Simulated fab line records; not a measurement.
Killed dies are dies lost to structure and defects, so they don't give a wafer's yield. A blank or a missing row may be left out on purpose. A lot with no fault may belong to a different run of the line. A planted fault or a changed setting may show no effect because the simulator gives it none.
fab line records    flow gf180mcu
record lots=12  wafers=35  last-day=34
route steps=602 shown CONTACT@303 V1@335
lots that met no fault: taken from a fault-free run of the same line
start-h: the number of hours between the record's first day and the start of the first shown wafer of the lot    wait-h: time in hours since the lot's previous step    " unchanged from the row above    L1.1+2: a row that stands for several wafers    - either no value or no given start    * or withheld: withheld    < > ~ a bound
route shown NAME@n: a module of which the file shows steps, and the number in the route of the first    usual: mean/standard deviation taken from wafers without a fault    same: alike in all rows    chamber/n: place in a boat    sites: readings site by site    _std_site: the values' standard deviation    _edge_site: inner sites' mean taken away from outer sites' mean    radius-mm: how far each site lies from the wafer's centre    mask NAME#n: copy n    behind: tool/chamber where the wafer was last shaped    hold: cause of the lot's hold/its duration in hours/its outcome    device: which transistor (n, p or np) failed to switch    end of line: the same wafers' tests at the end of the route    for a step that has no rows: nothing shown but its recipe    killed: count of dies lost to structure and defects at first sort (not the wafer's yield)    map: per-die view of a wafer (x killed, . not killed, _ where there is no die)
set.NAME: the setting that was run; set.NAME@STEP: the one run at that earlier step    model.NAME: the simulator's own value behind a step, which no gauge read
one table for each step of the route and one row for each wafer, over a sample of lots
services: a tool's chamber out of use, with start hour (start-h, from the record's first day; less than 0 if before it), hours out, and reason
## steps
# step GF_CONTACT_ETCH_16
# recipe chemistry=N2/H2  target-depth-a=withheld  overetch-a=withheld  time-s=withheld  target=BARC  ion-energy-ev=200  source-w=483  bias-w=100  pressure-mtorr=30  n2-flow-sccm=100  h2-flow-sccm=200
# usual drypump-motor-current-A=5.8/0.46  oes-product-au=0.855/0.005  rf-fwd-power-W=478.5/1.8  throttle-valve-pct=13.224/0.0092
lot.wafer  tool         chamber  start-h  wait-h  drypump-motor-current-A  oes-product-au  rf-fwd-power-W  throttle-valve-pct
L372.1     rie-diel-04  1        372.63   0.0     5.8                      0.855           477.7           13.231
L372.4     "            0        "        "       5.3                      0.860           478.8           13.235
L372.5     "            2        "        "       5.1                      0.860           477.2           13.237
L373.2     rie-diel-03  3        378.32   0.0     5.9                      0.848           476.2           13.211
L373.5     "            2        "        "       6.0                      0.854           480.2           13.233
L373.6     "            3        "        "       5.9                      0.863           475.7           13.220
L374.1     rie-diel-02  1        388.77   0.0     6.6                      0.854           479.0           13.235
L374.5     "            0        "        "       5.7                      0.852           481.0           13.208
L374.6     "            1        "        "       6.6                      0.857           476.0           13.229
L375.3     rie-diel-03  1        395.88   0.0     5.1                      0.853           480.3           13.235
L375.5     "            1        "        "       5.1                      0.853           480.1           13.224
L375.6     "            2        "        "       5.9                      0.852           480.3           13.222
L376.1     rie-diel-02  2        406.18   0.0     5.8                      0.867           479.5           13.227
L376.3     "            1        "        "       6.7                      0.850           479.3           13.246
L376.6     "            1        "        "       6.7                      0.856           477.4           13.211
L378.2     rie-diel-02  0        425.33   0.0     5.7                      0.852           479.3           13.225
L378.4     "            3        "        "       6.0                      0.851           478.6           13.227
L380.1     rie-diel-02  2        437.73   0.0     5.8                      0.855           481.5           13.228
L380.2     "            0        "        "       5.7                      0.860           476.8           13.211
L380.5     "            1        "        "       6.6                      0.847           478.3           13.217
L388.1     rie-diel-02  0        512.33   0.0     5.7                      0.862           478.4           13.214
L388.5     "            0        "        "       5.7                      0.854           478.8           13.220
L388.6     "            2        "        "       5.8                      0.853           480.8           13.217
L390.1     rie-diel-04  2        525.18   0.0     5.1                      0.859           479.8           13.247
L390.2     "            3        "        "       5.1                      0.860           477.8           13.219
L390.6     "            1        "        "       5.8                      0.857           478.3           13.218
L391.2     rie-diel-02  3        533.57   0.0     6.1                      0.856           480.4           13.226
L391.3     "            1        "        "       6.7                      0.852           476.5           13.217
L391.4     "            2        "        "       5.8                      0.851           480.0           13.222
L392.1     rie-diel-03  0        539.82   0.0     5.6                      0.851           476.6           13.228
L392.4     "            3        "        "       5.9                      0.865           476.7           13.214
L392.5     "            0        "        "       5.5                      0.852           478.1           13.230
L394.2     rie-diel-02  0        561.84   0.0     5.7                      0.847           479.0           13.228
L394.3     "            0        "        "       5.7                      0.854           481.9           13.221
L394.6     "            0        "        "       5.7                      0.861           480.5           13.224
# step GF_V1_CVD_00
# recipe material=SiO2  target-thk-nm=600  sigma-open-frac=0.3  temp-c=400  time-s=100  sih4-flow-sccm=60  pressure-mtorr=6
# usual sih4-flow-sccm=60.01/0.19
lot.wafer  tool       chamber  start-h  wait-h  sih4-flow-sccm
L372.1     hdpcvd-01  2        397.59   0.0     60.04
L372.4     "          2        "        "       59.74
L372.5     "          1        "        "       59.93
L373.2     hdpcvd-01  2        403.26   0.0     60.09
L373.5     "          1        "        "       60.09
L373.6     "          0        "        "       60.17
L374.1     hdpcvd-01  0        413.99   0.0     59.84
L374.5     "          1        "        "       60.33
L374.6     "          0        "        "       59.60
L375.3     hdpcvd-02  2        421.73   0.0     60.05
L375.5     "          2        "        "       60.08
L375.6     "          0        "        "       60.29
L376.1     hdpcvd-01  1        431.99   0.0     59.79
L376.3     "          2        "        "       60.22
L376.6     "          0        "        "       60.42
L378.2     hdpcvd-01  0        452.03   0.0     29.95
L378.4     "          1        "        "       60.00
L380.1     hdpcvd-01  2        464.32   0.0     60.17
L380.2     "          0        "        "       30.28
L380.5     "          1        "        "       59.91
L388.1     hdpcvd-02  0        537.66   0.0     60.30
L388.5     "          1        "        "       60.16
L388.6     "          0        "        "       60.00
L390.1     hdpcvd-02  2        549.75   0.1     60.10
L390.2     "          1        "        "       59.97
L390.6     "          0        "        "       60.22
L391.2     hdpcvd-02  2        557.33   0.0     59.69
L391.3     "          1        "        "       60.12
L391.4     "          2        "        "       59.93
L392.1     hdpcvd-01  0        563.82   0.0     59.99
L392.4     "          2        "        "       60.19
L392.5     "          0        "        "       59.91
L394.2     hdpcvd-01  0        585.02   0.0     59.93
L394.3     "          1        "        "       60.04
L394.6     "          0        "        "       59.88
# step GF_V1_THK_MEAS_01
# recipe reads=SiO2_of_V1_CVD_00
# usual V1_CVD_00_THK=601/6.7
lot.wafer  tool           chamber  start-h  wait-h  V1_CVD_00_THK[nm]
L372.1     film-metro-03  -        397.66   0.0     593
L372.4     "              -        "        "       594
L372.5     "              -        "        "       593
L373.2     film-metro-03  -        403.35   0.0     604
L373.5     "              -        "        "       607
L373.6     "              -        "        "       617
L374.1     film-metro-03  -        414.07   0.0     601
L374.5     "              -        "        "       594
L374.6     "              -        "        "       605
L375.3     film-metro-03  -        421.82   0.1     597
L375.5     "              -        "        "       594
L375.6     "              -        "        "       595
L376.1     film-metro-02  -        432.06   0.0     604
L376.3     "              -        "        "       598
L376.6     "              -        "        "       604
L378.2     film-metro-03  -        452.11   0.0     305
L378.4     "              -        "        "       603
L380.1     film-metro-03  -        464.39   0.0     595
L380.2     "              -        "        "       305
L380.5     "              -        "        "       597
L388.1     film-metro-03  -        537.73   0.0     603
L388.5     "              -        "        "       599
L388.6     "              -        "        "       602
L390.1     film-metro-03  -        549.82   0.0     595
L390.2     "              -        "        "       601
L390.6     "              -        "        "       598
L391.2     film-metro-01  -        557.41   0.0     600
L391.3     "              -        "        "       595
L391.4     "              -        "        "       603
L392.1     film-metro-02  -        563.89   0.0     610
L392.4     "              -        "        "       611
L392.5     "              -        "        "       605
L394.2     film-metro-03  -        585.10   0.0     590
L394.3     "              -        "        "       584
L394.6     "              -        "        "       590
# step GF_V1_CMP_04
# recipe material=SiO2  down-force-psi=4  platen-rpm=60  pad-velocity-m-s=0.94248
# usual motor-current-A=12.8/1.1  retaining-ring-pressure-frac=1.000/0.0051
lot.wafer  tool    chamber  start-h  wait-h  motor-current-A  retaining-ring-pressure-frac
L372.4     cmp-02  1        397.90   0.1     14.2             1.000
L372.1     "       2        "        "       13.0             1.002
L372.5     "       0        "        "       11.3             1.000
L373.2     cmp-01  3        403.63   0.1     13.1             1.002
L373.6     "       1        "        "       11.9             1.007
L373.5     "       2        "        "       13.8             0.996
L374.1     cmp-01  3        414.31   0.1     13.5             1.007
L374.6     "       2        "        "       13.4             1.003
L374.5     "       3        "        "       12.5             1.011
L375.3     cmp-02  0        421.99   0.0     11.7             1.003
L375.5     "       0        "        "       11.7             1.001
L375.6     "       1        "        "       14.5             1.000
L376.1     cmp-01  2        432.30   0.1     13.7             0.991
L376.3     "       3        "        "       13.4             0.998
L376.6     "       2        "        "       13.1             1.002
L378.4     cmp-02  3        452.52   0.3     12.9             0.994
L378.2     "       0        "        "       12.3             0.995
L380.1     cmp-01  0        464.68   0.1     11.3             1.013
L380.2     "       1        "        "       11.3             0.999
L380.5     "       2        "        "       13.4             0.999
L388.1     cmp-01  1        538.20   0.3     11.2             0.994
L388.6     "       0        "        "       11.1             1.005
L388.5     "       1        "        "       11.6             0.997
L390.2     cmp-01  1        550.01   0.0     11.7             0.995
L390.1     "       0        "        "       11.4             0.997
L390.6     "       2        "        "       13.6             1.007
L391.4     cmp-01  0        557.71   0.1     11.6             0.997
L391.3     "       1        "        "       11.1             1.006
L391.2     "       2        "        "       13.8             1.000
L392.4     cmp-02  1        564.11   0.0     14.1             0.998
L392.1     "       0        "        "       12.1             1.001
L392.5     "       1        "        "       14.4             0.990
L394.2     cmp-01  2        585.38   0.1     14.0             1.007
L394.3     "       3        "        "       13.9             0.992
L394.6     "       0        "        "       11.6             1.005
# step GF_V1_CD_MEAS_14
# recipe target-cd-nm=260
# usual cd-nm=259.8/1.1
lot.wafer  tool       chamber  start-h  wait-h  cd-nm
L372.1     cd-sem-01  -        421.06   0.1     259.7
L372.4     "          -        "        "       260.7
L372.5     "          -        "        "       259.5
L373.2     cd-sem-01  -        427.79   0.1     258.2
L373.5     "          -        "        "       258.0
L373.6     "          -        "        "       258.4
L374.1     cd-sem-01  -        438.92   0.1     259.4
L374.5     "          -        "        "       260.7
L374.6     "          -        "        "       258.4
L375.3     cd-sem-01  -        446.70   0.1     256.9
L375.5     "          -        "        "       258.0
L375.6     "          -        "        "       259.1
L376.1     cd-sem-01  -        457.56   0.1     260.3
L376.3     "          -        "        "       261.2
L376.6     "          -        "        "       260.2
L378.2     cd-sem-01  -        477.04   0.1     259.2
L378.4     "          -        "        "       259.9
L380.1     cd-sem-01  -        489.46   0.1     258.8
L380.2     "          -        "        "       259.2
L380.5     "          -        "        "       259.3
L388.1     cd-sem-02  -        560.57   0.1     259.0
L388.5     "          -        "        "       259.5
L388.6     "          -        "        "       258.2
L390.1     cd-sem-02  -        571.46   0.1     260.6
L390.2     "          -        "        "       259.9
L390.6     "          -        "        "       260.9
L391.2     cd-sem-02  -        577.43   0.1     261.3
L391.3     "          -        "        "       261.8
L391.4     "          -        "        "       261.0
L392.1     cd-sem-01  -        585.96   0.1     261.0
L392.4     "          -        "        "       259.3
L392.5     "          -        "        "       257.8
L394.2     cd-sem-02  -        606.59   0.1     260.0
L394.3     "          -        "        "       260.2
L394.6     "          -        "        "       259.3
## services
tool         chamber  start-h  hours  kind
rie-diel-02  -        358.49   2.8    pm
cmp-01       -        373.11   4.6    repair
cmp-01       -        395.47   5.5    repair
cmp-01       -        404.18   4.0    pm
cmp-01       -        410.66   2.5    repair
rie-diel-02  2        415.77   12.6   repair
cmp-01       -        451.12   1.4    repair
cmp-01       -        491.79   2.1    repair
cmp-01       -        500.02   3.5    pm
rie-diel-02  3        503.04   10.5   repair
rie-diel-02  2        513.09   15.1   repair
cmp-02       -        513.63   0.5    repair
hdpcvd-02    -        518.51   10.9   repair
rie-diel-02  3        521.32   3.3    repair
hdpcvd-01    -        539.25   15.0   pm
hdpcvd-02    -        542.06   0.6    repair
rie-diel-02  2        551.49   13.1   repair
rie-diel-02  -        554.10   0.4    repair
rie-diel-02  1        558.39   6.2    repair
hdpcvd-01    2        566.01   10.9   repair
cmp-02       -        572.14   4.0    pm
hdpcvd-02    1        577.99   3.1    repair
cmp-01       -        578.35   1.0    repair
hdpcvd-02    -        583.07   2.8    pm
## key
first-sign step=GF_V1_CVD_00  reading=sih4-flow-sccm  direction=down  sigmas=99+  usual=60.01  struck=30.12
effect step=GF_V1_THK_MEAS_01  reading=V1_CVD_00_THK  direction=down  sigmas=44  usual=601  struck=305
met-at GF_V1_CVD_00
struck-lots L378,L380
struck-wafers L378.2,L380.2
not-acting-at GF_CONTACT_ETCH_16,GF_V1_CMP_04,GF_V1_CD_MEAS_14
onset-between 431.99 452.03
fault kind=process-parameter-drift  tool=hdpcvd-01  chamber=0  onset-h=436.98  steps=GF_V1_CVD_00  channel=sih4-flow-sccm  offset=-30  shape=step  end-h=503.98  acts-in=these-recipes-only  stated=60
